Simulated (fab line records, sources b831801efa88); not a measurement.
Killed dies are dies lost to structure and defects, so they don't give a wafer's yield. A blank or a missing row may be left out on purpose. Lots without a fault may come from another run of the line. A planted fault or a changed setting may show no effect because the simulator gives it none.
One fault seen from 2 desks | flow gf180mcu | each desk has only its own numbers; what lay behind them comes last

THE METROLOGY DESK
What the gauges read, lot by lot, whatever tool the lot ran on: means of the sampled wafers that have a number. A lot is out of limits, marked OUT, if its mean lies more than 4 standard deviations from the usual mean; the brackets give that distance.
Columns: A = MVPSD_OVL at GF_MVPSD_OVL_MEAS_07, usual 0.1 nm; B = cd_nm at GF_HV_LDD_CD_MEAS_46, usual 399.8 nm; C = V2_OVL at GF_V2_OVL_MEAS_15, usual -2 nm
lot  | first seen here | A    | B     | C
L170 | day 5 01:30     | 0.6  | 398.6 | -8
L171 | day 5 07:30     | 3.0  | 401.8 | -6
L172 | day 5 13:09     | -0.6 | 398.9 | -3
L176 | day 6 10:53     | -0.6 | 400.7 | -
L177 | day 6 16:52     | 0.8  | 401.2 | 13
L178 | day 6 22:37     | 0.4  | 397.4 | -2
L184 | day 8 12:25     | 0.3  | 397.8 | -3
L185 | day 8 18:07     | -0.2 | 402.4 | -0
L186 | day 8 23:36     | -0.5 | 400.1 | -2
L187 | day 9 05:48     | -0.8 | 403.2 | -3
L188 | day 9 12:07     | 0.9  | 403.2 | -2
L189 | day 9 18:14     | -0.5 | 395.9 | -5
L190 | day 10 00:59    | -0.8 | 399.0 | 1
L191 | day 10 05:16    | 2.2  | 398.3 | -4
L193 | day 10 16:37    | 0.1  | 400.5 | -10
This desk's finding: nothing out of limits on any of the 15 lots.

THE TOOL OWNER'S DESK: cmp-02
The tool's own readings at GF_CONTACT_CMP_27 (polishes, stops on SiO2, t overpolish 15 s, target thk 0 nm): means of the sampled wafers that have a number, for each lot that ran on this tool. A lot is out of limits, marked OUT, if its mean lies more than 4 standard deviations from the usual mean; the brackets give that distance.
Columns: A = head_pressure_psi at GF_CONTACT_CMP_27, usual 3.501 psi; B = motor_current_A at GF_CONTACT_CMP_27, usual 11.1 A; C = overpolish_run_s at GF_CONTACT_CMP_27, usual 14.999 s; D = retaining_ring_pressure_frac at GF_CONTACT_CMP_27, usual 1.000; E = time_to_endpoint_s at GF_CONTACT_CMP_27, usual 73 s
lot  | first seen here | A     | B    | C                        | D     | E
L171 | day 16 12:43    | 3.501 | 11.1 | 14.994                   | 0.999 | 75
L172 | day 16 23:13    | 3.505 | 11.1 | 14.997                   | 0.998 | 75
L176 | day 18 08:48    | 3.495 | 11.4 | 0.040 (-99 or more) OUT  | 1.002 | 114 (+11) OUT
L177 | day 18 17:57    | 3.493 | 11.2 | 7.516 (-99 or more) OUT  | 1.006 | 90 (+4.9) OUT
L178 | day 19 03:41    | 3.502 | 12.3 | 10.012 (-99 or more) OUT | 1.004 | 89 (+4.4) OUT
L186 | day 21 21:00    | 3.500 | 11.3 | 15.006                   | 0.999 | 74
L187 | day 22 12:11    | 3.502 | 11.5 | 15.003                   | 1.001 | 76
L188 | day 22 15:36    | 3.502 | 11.2 | 14.998                   | 1.002 | 76
L189 | day 23 00:21    | 3.507 | 11.3 | 14.994                   | 1.002 | 73
L190 | day 23 02:49    | 3.503 | 11.4 | 14.994                   | 1.001 | 77
L191 | day 23 11:59    | 3.501 | 11.7 | 14.999                   | 0.997 | 76
This desk's finding: out of limits on L176, L177, L178; first on L176, day 18 08:48 (overpolish_run_s at GF_CONTACT_CMP_27). In limits: L171, L172, L186, L187, L188, L189, L190, L191.

PUT TOGETHER
The tool owner's desk could have raised an alarm at day 18 08:48, on L176, L177, L178.
The metrology desk saw nothing out of limits.
The metrology desk has L176, L177, L178 on record, within its limits.
Of the lots named, all ran GF_CONTACT_CMP_27 on cmp-02.

WHAT THE SIMULATOR HAD PUT IN
Process parameter drift: cmp-02, from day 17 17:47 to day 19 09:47, at GF_CONTACT_CMP_27. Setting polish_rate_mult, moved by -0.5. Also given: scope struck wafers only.
Lots struck among those shown: L176, L177, L178.
Hours from the fault's start to each desk's first reading out of limits: the tool owner's desk, 15.
